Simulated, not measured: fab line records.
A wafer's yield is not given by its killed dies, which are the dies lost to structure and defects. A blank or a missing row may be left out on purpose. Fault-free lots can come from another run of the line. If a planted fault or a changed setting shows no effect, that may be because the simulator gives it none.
The tool behind it: which one?    flow sky130    13 lots with 36 wafers sampled at 5 steps, on a route of 708 steps

WHAT EACH GAUGE READ, for each wafer
SKY_LDD_P_TW_MEAS_11. Usual: for LDD_P_TW the level is 636 and the standard deviation is 4.7.
lot   measured      on            LDD_P_TW     flag
L783  day 22 01:43  filmMetro-04  644 639 644  
L782  day 22 11:36  filmMetro-03  633 635 628  
L784  day 22 22:03  filmMetro-04  645 643 648  
L787  day 23 12:05  filmMetro-04  640 641 640  
L786  day 23 14:52  filmMetro-04  645 643 639  
L788  day 23 21:37  filmMetro-03  633 634 629  
L789  day 23 21:55  filmMetro-03  625 629 630  
L791  day 23 22:33  filmMetro-02  636 640 634  
L790  day 24 04:39  filmMetro-04  636 634 636  
L793  day 24 22:29  filmMetro-03  635 635 635  
L792  day 24 23:28  filmMetro-02  632 633 636  
L799  day 26 21:00  filmMetro-03  633 632      
L800  day 27 02:45  filmMetro-03  633          

SKY_SD_P_CD_MEAS_07: the cd target is 380 nm. Usual: cdNm at 381.2 nm, with a standard deviation of 2.6.
lot   measured      on        cdNm (nm)                flag
L783  day 28 04:59  cdSem-02  378.5 378.5 377.7        
L782  day 28 17:14  cdSem-01  380.7 382.7 383.1        
L784  day 29 00:47  cdSem-02  380.7 382.2 380.7        
L787  day 29 15:17  cdSem-01  380.1 381.8 384.7        
L786  day 29 17:07  cdSem-02  375.9 375.5 376.6        
L788  day 31 01:05  cdSem-01  385.9 387.1 388.7        
L789  day 31 01:23  cdSem-02  378.5 382.0 381.0        
L791  day 31 00:33  cdSem-02  378.9 381.5 381.4        
L790  day 31 03:05  cdSem-02  380.1 384.4 382.6        
L793  day 31 01:47  cdSem-01  382.5 380.9 381.4        
L792  day 31 02:58  cdSem-01  382.5 380.6 381.9        
L799  day 32 21:24  cdSem-02  381.4 354.6 381.7 355.0  OFF
L800  day 33 01:59  cdSem-01  353.2 352.8              OFF

SKY_RES_XHIGH_TW_MEAS_09. Usual: for RES_XHIGH_TW the level is 1638 and the standard deviation is 9.3.
lot   measured      on            RES_XHIGH_TW    flag
L783  day 29 06:03  filmMetro-02  1628 1641 1633  
L782  day 29 20:45  filmMetro-02  1632 1634 1642  
L784  day 30 06:15  filmMetro-01  1641 1650 1654  
L787  day 30 19:25  filmMetro-03  1634 1628 1632  
L786  day 30 21:16  filmMetro-03  1626 1632 1628  
L788  day 32 04:49  filmMetro-02  1645 1649 1647  
L789  day 32 05:25  filmMetro-01  1651 1649 1652  
L791  day 32 04:09  filmMetro-01  1656 1655 1649  
L790  day 32 07:18  filmMetro-03  1636 1641 1645  
L793  day 32 05:43  filmMetro-02  1650 1651 1649  
L792  day 32 06:46  filmMetro-01  1650 1643 1649  
L799  day 33 23:06  filmMetro-03  1632 1630       
L800  day 34 03:19  filmMetro-03  1623            

TOOL THAT RAN EACH LOT (tool first, then ch and the chambers of the sampled wafers, then the start)
lot   SKY_SPACER_ETCHBACK_02             SKY_SD_P_EXPOSE_04
L783  rieDiel-02 ch 0,1,2, day 25 20:19  ilineStepper-02 ch 0, day 27 15:26
L782  rieDiel-04 ch 0,2, day 26 08:32    ilineStepper-01 ch 0, day 28 04:35
L784  rieDiel-04 ch 0,2, day 26 17:16    ilineStepper-02 ch 0, day 28 12:04
L787  rieDiel-01 ch 0,1,2, day 27 06:51  ilineStepper-02 ch 0, day 29 00:40
L786  rieDiel-02 ch 0,1,2, day 27 10:20  ilineStepper-02 ch 0, day 29 02:19
L788  rieDiel-01 ch 0,1,3, day 28 18:22  ilineStepper-01 ch 0, day 30 11:29
L789  rieDiel-04 ch 1,2, day 28 18:22    ilineStepper-01 ch 0, day 30 11:38
L791  rieDiel-02 ch 0,1,3, day 28 18:22  ilineStepper-01 ch 0, day 30 11:07
L790  rieDiel-01 ch 0,1,3, day 28 18:26  ilineStepper-01 ch 0, day 30 12:57
L793  rieDiel-04 ch 0,1,2, day 28 18:26  ilineStepper-01 ch 0, day 30 12:08
L792  rieDiel-02 ch 0,1,3, day 28 18:26  ilineStepper-01 ch 0, day 30 12:49
L799  rieDiel-02 ch 1,2, day 30 13:13    ilineStepper-01 ch 0, day 32 08:08
L800  rieDiel-01 ch 2, day 30 20:59      ilineStepper-01 ch 0, day 32 13:53
- SKY_SPACER_ETCHBACK_02: etches Si3N4 in CH3F/O2, stops on SiO2, time 46.7 s, target depth 45 nm.
- SKY_SD_P_EXPOSE_04: exposes mask PSDM, target cd 380 nm.

AS READ BY THE TOOLS THEMSELVES (means over the sampled wafers that have a number; for cases with no such wafer, the mark the record gives instead)
SKY_SPACER_ETCHBACK_02. Usual: drypumpMotorCurrentA 5.8 A, standard deviation 0.48; oesProductAu 0.854 a.u., standard deviation 0.0067; throttleValvePct 10.562 %, standard deviation 0.0093.
lot   tool        drypumpMotorCurrentA (A)  oesProductAu (a.u.)  throttleValvePct (%)  flag
L783  rieDiel-02  5.8                       0.863                10.572                
L782  rieDiel-04  5.7                       0.855                10.564                
L784  rieDiel-04  5.7                       0.856                10.561                
L787  rieDiel-01  5.8                       0.867                10.568                
L786  rieDiel-02  5.8                       0.860                10.561                
L788  rieDiel-01  5.8                       0.847                10.565                
L789  rieDiel-04  5.8                       0.852                10.566                
L791  rieDiel-02  6.0                       0.857                10.560                
L790  rieDiel-01  5.8                       0.850                10.554                
L793  rieDiel-04  5.6                       0.847                10.563                
L792  rieDiel-02  6.0                       0.855                10.564                
L799  rieDiel-02  6.0                       0.847                10.581                
L800  rieDiel-01  5.5                       0.850                10.561                

THE ANSWER, worked out from the rows above alone
Rule: a lot is off if the mean of its wafers that have a number lies more than 3 standard deviations from the usual mean. A lot without any number at a reading at which 4 lots or more have one is off too. All remaining lots with rows at the step are treated as sound. First the gauges in route order, then the tools' own readings, where a lot's mean is used as printed above. The first step at which some lot is off is used, and at that step the reading that is off furthest; a lot without a number counts as furthest.
Off: L799, L800 (SKY_SD_P_CD_MEAS_07, cdNm).
A tool fits if, at a process step before that reading, it ran every lot that is off, and no sound lot after the first of them. Those tools and the gauges at SKY_SD_P_CD_MEAS_07 are tried in the same way. One candidate fits, namely ilineStepper-01 at SKY_SD_P_EXPOSE_04. A fault onset in the window from L790 (day 30 12:57, its last sound lot) to L799 (day 32 08:08, its first lot off) fits.

WHAT THE SIMULATOR PUT IN
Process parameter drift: ilineStepper-01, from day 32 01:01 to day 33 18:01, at SKY_SD_P_EXPOSE_04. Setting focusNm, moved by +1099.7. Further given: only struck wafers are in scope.
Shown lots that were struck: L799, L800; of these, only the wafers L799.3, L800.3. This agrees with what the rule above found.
